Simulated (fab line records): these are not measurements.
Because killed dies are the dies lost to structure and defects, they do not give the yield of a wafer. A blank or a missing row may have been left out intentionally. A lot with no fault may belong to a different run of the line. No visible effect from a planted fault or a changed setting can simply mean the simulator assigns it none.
fab line records    flow sfq_line
record: lots: 5  wafers: 23
route steps=325 shown I6@271 I7@300 M8@321
start_h: start of the lot's first displayed wafer, in hours after the record's first day    wait_h: how many hours have passed since the lot's step before this one    " unchanged from the row above    L1.1+2: one row covering several wafers at once    - no value, or no start was given    * or withheld: withheld    < > ~ a bound
route shown NAME@n: names a module that has steps shown in the file, with the first one's number in the route    usual: average and standard deviation across the fault-free wafers    same: alike in all rows    chamber/n: place in a boat    sites: readings site by site    _std_site: the standard deviation of these    _edge_site: the outer-site mean with the inner-site mean subtracted    radius_mm: how far each site lies from the wafer's centre    mask NAME#n: copy n    behind: tool/chamber where the wafer was last shaped    hold: reason for holding the lot/hours on hold/outcome of the hold    device: names the non-switching transistor (n, p or np)    end of line: the route-end tests of the same wafers    for a step that has no rows: nothing shown but its recipe    killed: the dies lost at the first sort to structure and to defects; this is not the yield of the wafer    map: shows each die of a wafer: x if killed, . if not, _ if none is there
set.NAME: the setting the step ran with; set.NAME@STEP: the setting that earlier step ran with    model.NAME: the simulator's own value behind a step, which no gauge read
lots whose settings were changed on purpose; a table a step, a row a wafer
== steps ==
step: SFQ_TRILAYER_I6_VIA_LITHO_COAT_169
recipe: resist: KrF  spin_rpm: 3000  resist_thk_nm: 650
lot.wafer  tool            chamber  start_h  wait_h  set.resist_thk_nm  model.KrF_of_TRILAYER_I6_VIA_LITHO_COAT_169.thk_nm
L075.1     litho_track-03  0        1660.58  0.2     616.2              616.9
L075.2     "               0        "        "       616.2              616
L075.3     "               0        "        "       650                649.5
L075.4     "               0        "        "       650                648.8
L075.5     "               0        "        "       650                647.8
L076.2     litho_track-03  0        1663.63  0.2     650                646.4
L076.3     "               0        "        "       613.8              611.7
L076.4     "               0        "        "       650                647.7
L076.5     "               0        "        "       613.8              610.8
L076.6     "               0        "        "       613.8              612
L077.1     litho_track-03  0        1705.69  0.2     650                650.5
L077.2     "               0        "        "       650                650.4
L077.4     "               0        "        "       619.7              620
L077.5     "               0        "        "       650                648.7
L077.6     "               0        "        "       619.7              618.7
L081.1     litho_track-03  0        1783.37  0.2     650                648.9
L081.3     "               0        "        "       650                650.5
L081.4     "               0        "        "       617.5              617
L081.5     "               0        "        "       617.5              616.3
L081.6     "               0        "        "       617.5              617.5
L083.1     litho_track-01  0        1922.99  0.2     650                649.8
L083.3     "               0        "        "       650                650.3
L083.4     "               0        "        "       650                647.6
step: SFQ_TRILAYER_I6_VIA_LITHO_SOFTBAKE_173
recipe: temp_c: withheld  time_s: withheld  resist: KrF
step: SFQ_TRILAYER_I6_VIA_LITHO_EXPOSE_170
recipe: mask_id: I6  na: 0.6  source_shape: conventional  sigma_outer: 0.65  target_cd_nm: 700  dose_mj: 21.3
step: SFQ_TRILAYER_I6_VIA_LITHO_DEVELOP_171
recipe: time_s: 60  resist: KrF
step: SFQ_TRILAYER_I6_VIA_BARC_OPEN_VIA_ETCH_235
recipe: mask_material: PR  chemistry: O2  target_depth_nm: 125  target: BARC  source_w: 500  bias_w: 80  pressure_mtorr: 30  time_s: 41.7
lot.wafer  tool         chamber  start_h  wait_h  set.resist_thk_nm@TRILAYER_I6_VIA_LITHO_COAT_169  model.KrF_of_TRILAYER_I6_VIA_LITHO_COAT_169.thk_nm
L075.1     rie_diel-03  2        1769.64  0.0     616.2                                             540.1
L075.2     "            1        "        "       616.2                                             537.7
L075.3     "            0        "        "       650                                               572.2
L075.4     "            0        "        "       650                                               571.4
L075.5     "            2        "        "       650                                               570.6
L076.2     rie_diel-04  1        1773.04  0.0     650                                               570.1
L076.3     "            2        "        "       613.8                                             533.2
L076.4     "            0        "        "       650                                               570.8
L076.5     "            1        "        "       613.8                                             534
L076.6     "            2        "        "       613.8                                             534.3
L077.1     rie_diel-01  1        1776.64  0.0     650                                               573.9
L077.2     "            2        "        "       650                                               572.4
L077.4     "            0        "        "       619.7                                             542
L077.5     "            0        "        "       650                                               570.7
L077.6     "            1        "        "       619.7                                             542.3
L081.1     rie_diel-03  1        1879.23  0.0     650                                               571.7
L081.3     "            0        "        "       650                                               573.2
L081.4     "            3        "        "       617.5                                             539.8
L081.5     "            2        "        "       617.5                                             538.8
L081.6     "            1        "        "       617.5                                             540.4
L083.1     rie_diel-03  1        1924.97  0.0     650                                               573.5
L083.3     "            2        "        "       650                                               573.2
L083.4     "            3        "        "       650                                               570.7
step: SFQ_TRILAYER_I7_VIA_LITHO_COAT_192
recipe: resist: BARC  spin_rpm: 3000  resist_thk_nm: 62
lot.wafer  tool            chamber  start_h  wait_h  set.resist_thk_nm  model.BARC_of_TRILAYER_I7_VIA_LITHO_COAT_192.thk_nm
L075.1     litho_track-04  0        1877.78  1.0     59.74              59.7
L075.2     "               0        "        "       62                 61.75
L075.3     "               0        "        "       62                 61.92
L075.4     "               0        "        "       59.74              59.35
L075.5     "               0        "        "       59.74              59.5
L076.2     litho_track-01  0        1883.83  0.8     62                 61.93
L076.3     "               0        "        "       62                 61.89
L076.4     "               0        "        "       62                 61.9
L076.5     "               0        "        "       62                 61.88
L076.6     "               0        "        "       62                 61.95
L077.1     litho_track-01  0        1886.78  1.0     60.05              59.98
L077.2     "               0        "        "       62                 61.84
L077.4     "               0        "        "       60.05              59.95
L077.5     "               0        "        "       60.05              59.96
L077.6     "               0        "        "       62                 61.88
L081.1     litho_track-04  0        1980.04  1.0     62                 62.27
L081.3     "               0        "        "       62                 62.13
L081.4+6   "               0        "        "       59.35              59.28
L081.5     "               0        "        "       62                 62.02
L083.1     litho_track-04  0        1986.04  1.0     62                 62.02
L083.3     "               0        "        "       62                 62.19
L083.4     "               0        "        "       62                 61.99
step: SFQ_TRILAYER_M8_DEP_EVAP_196
recipe: material: Au  angular_spread_deg: 1  target_thk_nm: 180  time_s: 900  power_w: 2000
lot.wafer  tool            chamber  start_h  wait_h  set.time_s  model.Au_of_TRILAYER_M8_DEP_EVAP_196.thk_nm
L075.1     pvd_sputter-01  -        1981.42  0.1     900         178.6
L075.2     "               -        "        "       963.6       191.3
L075.3     "               -        "        "       900         182.6
L075.4     "               -        "        "       963.6       187.2
L075.5     "               -        "        "       963.6       193.5
L076.2     pvd_sputter-02  -        1985.02  0.1     953.6       191.3
L076.3     "               -        "        "       953.6       190.2
L076.4     "               -        "        "       900         179.6
L076.5     "               -        "        "       900         181
L076.6     "               -        "        "       953.6       191.2
L077.1     pvd_sputter-01  -        1986.22  0.1     900         177.1
L077.2     "               -        "        "       900         179.3
L077.4     "               -        "        "       900         178.8
L077.5     "               -        "        "       900         179.9
L077.6     "               -        "        "       900         176.3
L081.1     pvd_sputter-01  -        2072.97  0.1     900         182.7
L081.3     "               -        "        "       971.5       198.4
L081.4     "               -        "        "       900         183.4
L081.5     "               -        "        "       900         182.8
L081.6     "               -        "        "       971.5       192.5
L083.1     pvd_sputter-01  -        2077.77  0.1     900         178.7
L083.3     "               -        "        "       900         182.7
L083.4     "               -        "        "       900         185.2
step: SFQ_M8_RS_MEAS_949
recipe: thk_meas_gauge: four-point-probe  reads: Au_of_TRILAYER_M8_DEP_EVAP_196+Pt_of_TRILAYER_M8_DEP_EVAP_198+Ti_of_TRILAYER_M8_DEP_EVAP_197
usual: M8_AU_RS: 0.1533/0.002
lot.wafer  tool           chamber  start_h  wait_h  set.time_s@TRILAYER_M8_DEP_EVAP_196  M8_AU_RS[ohm/sq]
L075.1     film_metro-03  -        1981.94  0.3     900                                  0.1547
L075.2     "              -        "        "       963.6                                0.1445
L075.3     "              -        "        "       900                                  0.1509
L075.4     "              -        "        "       963.6                                0.1478
L075.5     "              -        "        "       963.6                                0.1423
L076.2     film_metro-04  -        1985.56  0.3     953.6                                0.1448
L076.3     "              -        "        "       953.6                                0.1455
L076.4     "              -        "        "       900                                  0.1542
L076.5     "              -        "        "       900                                  0.1532
L076.6     "              -        "        "       953.6                                0.1449
L077.1     film_metro-03  -        1986.74  0.3     900                                  0.1562
L077.2     "              -        "        "       900                                  0.1538
L077.4     "              -        "        "       900                                  0.1545
L077.5     "              -        "        "       900                                  0.1537
L077.6     "              -        "        "       900                                  0.1565
L081.1     film_metro-01  -        2073.48  0.3     900                                  0.1516
L081.3     "              -        "        "       971.5                                0.1396
L081.4     "              -        "        "       900                                  0.1512
L081.5     "              -        "        "       900                                  0.1514
L081.6     "              -        "        "       971.5                                0.1439
L083.1     film_metro-04  -        2078.28  0.3     900                                  0.1551
L083.3     "              -        "        "       900                                  0.1513
L083.4     "              -        "        "       900                                  0.1491
step: SFQ_M8_THK_MEAS_950
recipe: thk_meas_gauge: xrf  reads: Au_of_TRILAYER_M8_DEP_EVAP_196
usual: M8_AU_THK: 179.0/2.6
lot.wafer  tool           chamber  start_h  wait_h  set.time_s@TRILAYER_M8_DEP_EVAP_196  M8_AU_THK[nm]
L075.1     film_metro-03  -        1982.06  0.1     900                                  174.1
L075.2     "              -        "        "       963.6                                187.4
L075.3     "              -        "        "       900                                  179.5
L075.4     "              -        "        "       963.6                                183.3
L075.5     "              -        "        "       963.6                                189.4
L076.2     film_metro-04  -        1985.67  0.1     953.6                                190.7
L076.3     "              -        "        "       953.6                                188.9
L076.4     "              -        "        "       900                                  179.1
L076.5     "              -        "        "       900                                  179.4
L076.6     "              -        "        "       953.6                                190.3
L077.1     film_metro-03  -        1986.86  0.1     900                                  173.5
L077.2     "              -        "        "       900                                  176.3
L077.4     "              -        "        "       900                                  175.6
L077.5     "              -        "        "       900                                  176.0
L077.6     "              -        "        "       900                                  173.1
L081.1     film_metro-01  -        2073.60  0.1     900                                  180.4
L081.3     "              -        "        "       971.5                                196.7
L081.4     "              -        "        "       900                                  181.1
L081.5     "              -        "        "       900                                  181.7
L081.6     "              -        "        "       971.5                                191.1
L083.1     film_metro-04  -        2078.40  0.1     900                                  178.3
L083.3     "              -        "        "       900                                  182.3
L083.4     "              -        "        "       900                                  185.2
== key ==
split: step: SFQ_TRILAYER_I6_VIA_LITHO_COAT_169  setting: resist_thk_nm  stated: 650  by: wafer
response: step: SFQ_TRILAYER_I6_VIA_LITHO_COAT_169  reading: model.KrF_of_TRILAYER_I6_VIA_LITHO_COAT_169.thk_nm  change: +6.41  per: 1%  r: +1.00
response: step: SFQ_TRILAYER_I6_VIA_BARC_OPEN_VIA_ETCH_235  reading: model.KrF_of_TRILAYER_I6_VIA_LITHO_COAT_169.thk_nm  change: +6.47  per: 1%  r: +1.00
split: step: SFQ_TRILAYER_I7_VIA_LITHO_COAT_192  setting: resist_thk_nm  stated: 62  by: wafer
response: step: SFQ_TRILAYER_I7_VIA_LITHO_COAT_192  reading: model.BARC_of_TRILAYER_I7_VIA_LITHO_COAT_192.thk_nm  change: +0.643  per: 1%  r: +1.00
split: step: SFQ_TRILAYER_M8_DEP_EVAP_196  setting: time_s  stated: 900  by: wafer
response: step: SFQ_TRILAYER_M8_DEP_EVAP_196  reading: model.Au_of_TRILAYER_M8_DEP_EVAP_196.thk_nm  change: +1.57  per: 1%  r: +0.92
response: step: SFQ_M8_RS_MEAS_949  reading: M8_AU_RS  change: -0.00124  per: 1%  r: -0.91
response: step: SFQ_M8_THK_MEAS_950  reading: M8_AU_THK  change: +1.59  per: 1%  r: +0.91
